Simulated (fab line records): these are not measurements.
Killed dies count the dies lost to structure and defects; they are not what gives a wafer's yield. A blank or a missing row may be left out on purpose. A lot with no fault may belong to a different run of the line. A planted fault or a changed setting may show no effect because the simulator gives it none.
Which tool is to blame? / flow sfqLine / 41 wafers sampled from 14 lots at 1 step of a route of 325

## WHAT EACH GAUGE READ, for each wafer
The record lacks any reading of a measuring or inspecting step that a usual standard deviation could be used to judge.

## WHAT TOOL EACH LOT RAN ON (gives the tool, then ch and the chambers of the sampled wafers, and finally the start)
lot=L612; SFQ_TRILAYER_A5B_CMP_CMP_130=cmp-02 ch 0,1,2, day 57 15:31
lot=L613; SFQ_TRILAYER_A5B_CMP_CMP_130=cmp-01 ch 2,3, day 57 23:02
lot=L614; SFQ_TRILAYER_A5B_CMP_CMP_130=cmp-02 ch 0,2,3, day 58 00:31
lot=L615; SFQ_TRILAYER_A5B_CMP_CMP_130=cmp-01 ch 0,3, day 58 02:32
lot=L616; SFQ_TRILAYER_A5B_CMP_CMP_130=cmp-01 ch 0,2, day 58 05:02
lot=L618; SFQ_TRILAYER_A5B_CMP_CMP_130=cmp-01 ch 0,1,3, day 58 18:16
lot=L619; SFQ_TRILAYER_A5B_CMP_CMP_130=cmp-01 ch 0,3, day 58 23:16
lot=L620; SFQ_TRILAYER_A5B_CMP_CMP_130=cmp-02 ch 0,1, day 59 00:01
lot=L621; SFQ_TRILAYER_A5B_CMP_CMP_130=cmp-01 ch 0,2, day 59 21:00
lot=L622; SFQ_TRILAYER_A5B_CMP_CMP_130=cmp-02 ch 0,1,3, day 60 21:14
lot=L623; SFQ_TRILAYER_A5B_CMP_CMP_130=cmp-01 ch 0,2,3, day 61 00:38
lot=L626; SFQ_TRILAYER_A5B_CMP_CMP_130=cmp-01 ch 1,3, day 61 10:21
lot=L628; SFQ_TRILAYER_A5B_CMP_CMP_130=cmp-01 ch 0,2, day 61 19:05
lot=L635; SFQ_TRILAYER_A5B_CMP_CMP_130=cmp-02 ch 0,1,3, day 64 04:23
- SFQ_TRILAYER_A5B_CMP_CMP_130: polishes, stops on Nb, target thk 340.7 nm.

## AS READ BY THE TOOLS THEMSELVES (means over the sampled wafers that have a number; for cases with no such wafer, the mark the record gives instead)
SFQ_TRILAYER_A5B_CMP_CMP_130.
lot=L612; tool=cmp-02; motorCurrentA (A)=10.7; platenRpm (rpm)=59.99
lot=L613; tool=cmp-01; motorCurrentA (A)=10.2; platenRpm (rpm)=60.04
lot=L614; tool=cmp-02; motorCurrentA (A)=10.9; platenRpm (rpm)=60.02
lot=L615; tool=cmp-01; motorCurrentA (A)=12.1; platenRpm (rpm)=59.99
lot=L616; tool=cmp-01; motorCurrentA (A)=10.0; platenRpm (rpm)=60.02
lot=L618; tool=cmp-01; motorCurrentA (A)=11.2; platenRpm (rpm)=60.01
lot=L619; tool=cmp-01; motorCurrentA (A)=12.0; platenRpm (rpm)=59.96
lot=L620; tool=cmp-02; motorCurrentA (A)=10.2; platenRpm (rpm)=60.00
lot=L621; tool=cmp-01; motorCurrentA (A)=10.7; platenRpm (rpm)=59.95
lot=L622; tool=cmp-02; motorCurrentA (A)=10.9; platenRpm (rpm)=59.99
lot=L623; tool=cmp-01; motorCurrentA (A)=11.1; platenRpm (rpm)=60.04
lot=L626; tool=cmp-01; motorCurrentA (A)=10.8; platenRpm (rpm)=54.01
lot=L628; tool=cmp-01; motorCurrentA (A)=10.7; platenRpm (rpm)=54.00
lot=L635; tool=cmp-02; motorCurrentA (A)=10.9; platenRpm (rpm)=60.03

## THE ANSWER, worked out from the rows above alone
Rule: the lots themselves supply what counts as usual. Put in order of their means at a reading, lots are off if they are a third of the lots or fewer, leave a main group of 4 or more, and stand apart from it by a gap of 3 or more times the standard deviation of the main group's means; of several such gaps the widest counts. If all means in a main group match to the digits the tables above print for the reading, that group is not used. Also off: a lot with no number at a reading for which 4 or more lots have one. All remaining lots with rows at the step are treated as sound. The gauges are gone through in route order, then the tools' own readings, and for those a lot's mean is taken as printed above. The first step at which some lot is off is used, and at that step the reading that is off furthest; a lot without a number counts as furthest.
Off: L626, L628 (SFQ_TRILAYER_A5B_CMP_CMP_130, platenRpm). The main group has a mean of 60.00 rpm with a standard deviation of 0.028.
If a tool, at that step or one of the process steps before it, ran each lot that is off and ran no sound lot following the first of them, it fits. One candidate fits, namely cmp-01 at SFQ_TRILAYER_A5B_CMP_CMP_130. A fault onset in the window from L623 (day 61 00:38, its last sound lot) to L626 (day 61 10:21, its first lot off) fits.
The tool's own readings at SFQ_TRILAYER_A5B_CMP_CMP_130 bear it out: on the lots that are off they differ by more than 5 times the standard deviation of the sound lots' means. platenRpm reads 54.00 rpm there against 60.00 rpm on the sound lots.

## WHAT THE SIMULATOR PUT IN
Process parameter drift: cmp-01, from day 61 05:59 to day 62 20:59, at SFQ_TRILAYER_A5B_CMP_CMP_130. The setting platenRpm was moved by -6, starting from 60. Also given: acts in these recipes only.
Shown lots that were struck: L626, L628. Same finding as the rule above.
